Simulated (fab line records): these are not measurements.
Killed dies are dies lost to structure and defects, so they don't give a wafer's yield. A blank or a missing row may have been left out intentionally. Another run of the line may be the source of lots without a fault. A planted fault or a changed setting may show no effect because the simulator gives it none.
Which tool did it? | flow sky130 | Sampling: 12 lots, 36 wafers, 5 of 708 route steps

## WHAT EACH GAUGE READ, for each wafer
SKY_LI_CONTACT_CD_MEAS_12 targets a cd of 170 nm.
lot  | measured     | on        | cd nm (nm)
L235 | day 28 11:37 | cd sem-02 | 168.0 169.6 168.0
L236 | day 28 18:40 | cd sem-01 | 170.5 171.2 170.9
L238 | day 29 20:34 | cd sem-01 | 170.0 168.9 168.8
L239 | day 31 01:44 | cd sem-01 | 170.0 169.1 170.1
L241 | day 31 02:41 | cd sem-02 | 173.1 171.7 172.6
L240 | day 31 04:07 | cd sem-02 | 171.1 170.0 171.1
L243 | day 31 11:43 | cd sem-02 | 171.4 170.2 171.3
L244 | day 32 14:07 | cd sem-02 | 169.4 169.5 169.8
L246 | day 32 18:50 | cd sem-02 | 168.1 167.5 167.8
L251 | day 33 22:19 | cd sem-02 | 170.2 169.5 169.0
L257 | day 36 00:16 | cd sem-02 | 170.6 169.7 170.5
L258 | day 36 05:17 | cd sem-02 | 170.4 169.6 170.0

SKY_LI_CONTACT_OVL_MEAS_13.
lot  | measured     | on         | LI_CONTACT_OVL (nm)
L235 | day 28 11:42 | overlay-01 | -6 1 -2
L236 | day 28 18:47 | overlay-01 | -5 -4 -8
L238 | day 29 20:41 | overlay-02 | -7 -4 -5
L239 | day 31 01:48 | overlay-02 | -1 5 0
L241 | day 31 02:47 | overlay-02 | -3 -6 -3
L240 | day 31 04:14 | overlay-01 | 8 0 3
L243 | day 31 11:50 | overlay-02 | 1 -3 -6
L244 | day 32 14:14 | overlay-02 | -3 -9 -6
L246 | day 32 18:56 | overlay-02 | -2 0 2
L251 | day 33 22:26 | overlay-02 | -3 0 5
L257 | day 36 00:23 | overlay-02 | -6 5 0
L258 | day 36 05:24 | overlay-01 | -6 1 -10

SKY_LI_CONTACT_RS_MEAS_22: uses a four-point probe to measure.
lot  | measured     | on            | LI_CONTACT_W_RS (ohm/sq)
L235 | day 28 12:28 | film metro-01 | 0.281 0.284 0.280
L236 | day 28 19:31 | film metro-01 | 0.277 0.277 0.281
L238 | day 29 21:35 | film metro-02 | 0.282 0.286 0.284
L239 | day 31 02:34 | film metro-02 | 0.278 0.278 0.276
L241 | day 31 03:32 | film metro-01 | 0.276 0.274 0.277
L240 | day 31 04:58 | film metro-04 | 0.275 0.278 0.275
L243 | day 31 12:34 | film metro-01 | 0.286 0.288 0.284
L244 | day 32 14:58 | film metro-04 | 0.279 0.283 0.281
L246 | day 32 19:41 | film metro-04 | 0.286 0.282 0.285
L251 | day 33 23:10 | film metro-01 | 0.286 0.281 0.268
L257 | day 36 01:06 | film metro-04 | 0.279 0.277 0.278
L258 | day 36 06:09 | film metro-02 | 0.283 0.281 0.280

SKY_LI_CONTACT_THK_MEAS_23: measures by xrf.
lot  | measured     | on            | LI_CONTACT_W_THK (nm)
L235 | day 28 12:34 | film metro-01 | 414 404 411
L236 | day 28 19:38 | film metro-01 | 417 418 412
L238 | day 29 21:42 | film metro-02 | 397 390 394
L239 | day 31 02:40 | film metro-02 | 404 401 405
L241 | day 31 03:38 | film metro-01 | 421 424 419
L240 | day 31 05:05 | film metro-04 | 420 417 415
L243 | day 31 12:41 | film metro-01 | 404 399 413
L244 | day 32 15:05 | film metro-04 | 410 406 412
L246 | day 32 19:48 | film metro-04 | 401 406 404
L251 | day 33 23:17 | film metro-01 | 410 418 438
L257 | day 36 01:13 | film metro-04 | 411 408 409
L258 | day 36 06:16 | film metro-02 | 401 403 405

## WHAT TOOL EACH LOT RAN ON (gives the tool, then ch and the chambers of the sampled wafers, and finally the start)
lot  | SKY_LI_CONTACT_CVD_21
L235 | cvd w-01 ch 0,1, day 28 12:20
L236 | cvd w-01 ch 0,1, day 28 19:23
L238 | cvd w-02 ch 0,1, day 29 21:28
L239 | cvd w-01 ch 0,1, day 31 02:25
L241 | cvd w-01 ch 0,1, day 31 03:23
L240 | cvd w-01 ch 0,1, day 31 04:50
L243 | cvd w-02 ch 0,1, day 31 12:26
L244 | cvd w-02 ch 1, day 32 14:50
L246 | cvd w-02 ch 0,1, day 32 19:33
L251 | cvd w-02 ch 0,1, day 33 23:02
L257 | cvd w-01 ch 0,1, day 36 00:58
L258 | cvd w-01 ch 0,1, day 36 06:00
- SKY_LI_CONTACT_CVD_21: deposits W, target thk 400 nm, time 120.56 s.

## AS READ BY THE TOOLS THEMSELVES (means over the sampled wafers that have a number; for cases with no such wafer, the mark the record gives instead)
SKY_LI_CONTACT_CVD_21.
lot  | tool     | chamber pressure Torr (Torr) | heater power w (W)
L235 | cvd w-01 | 39.98                        | 844
L236 | cvd w-01 | 40.03                        | 782
L238 | cvd w-02 | 39.95                        | 773
L239 | cvd w-01 | 40.07                        | 857
L241 | cvd w-01 | 40.04                        | 861
L240 | cvd w-01 | 40.02                        | 783
L243 | cvd w-02 | 40.07                        | 788
L244 | cvd w-02 | 40.05                        | 818
L246 | cvd w-02 | 39.94                        | 766
L251 | cvd w-02 | 42.25                        | 802
L257 | cvd w-01 | 39.96                        | 766
L258 | cvd w-01 | 40.05                        | 855

## THE ANSWER, worked out from the rows above alone
Rule: the lots themselves supply what counts as usual. The widest of any qualifying gaps counts: lots, ordered by their means at a reading, are off when they make up no more than a third of the lots, leave a main group of 4 or more, and stand apart from it by 3 or more times the standard deviation of that group's means. Not used: any main group whose means are identical at the precision the tables above print for the reading. A lot without any number at a reading at which 4 lots or more have one is off too. All remaining lots with rows at the step are treated as sound. The gauges are gone through in route order, then the tools' own readings, and for those a lot's mean is taken as printed above. The first step at which some lot is off is used, and at that step the reading that is off furthest; a lot without a number counts as furthest.
Off at SKY_LI_CONTACT_CVD_21 (chamber pressure Torr): L251. The main group has a mean of 40.01 Torr with a standard deviation of 0.046.
A tool fits if, at that step or a process step before it, it ran every lot that is off, and no sound lot after the first of them. One fits: cvd w-02 at SKY_LI_CONTACT_CVD_21. Its last sound lot is L246 (day 32 19:33), its first lot that is off L251 (day 33 23:02): a fault that began between those two fits.
The tool's own readings at SKY_LI_CONTACT_CVD_21 bear it out: on the lots that are off they differ by more than 5 times the standard deviation of the sound lots' means. chamber pressure Torr reads 42.25 Torr there against 40.01 Torr on the sound lots.

## WHAT THE SIMULATOR HAD INSERTED
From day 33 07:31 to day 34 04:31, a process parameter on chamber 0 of cvd w-02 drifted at SKY_LI_CONTACT_CVD_21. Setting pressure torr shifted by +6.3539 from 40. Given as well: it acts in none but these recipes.
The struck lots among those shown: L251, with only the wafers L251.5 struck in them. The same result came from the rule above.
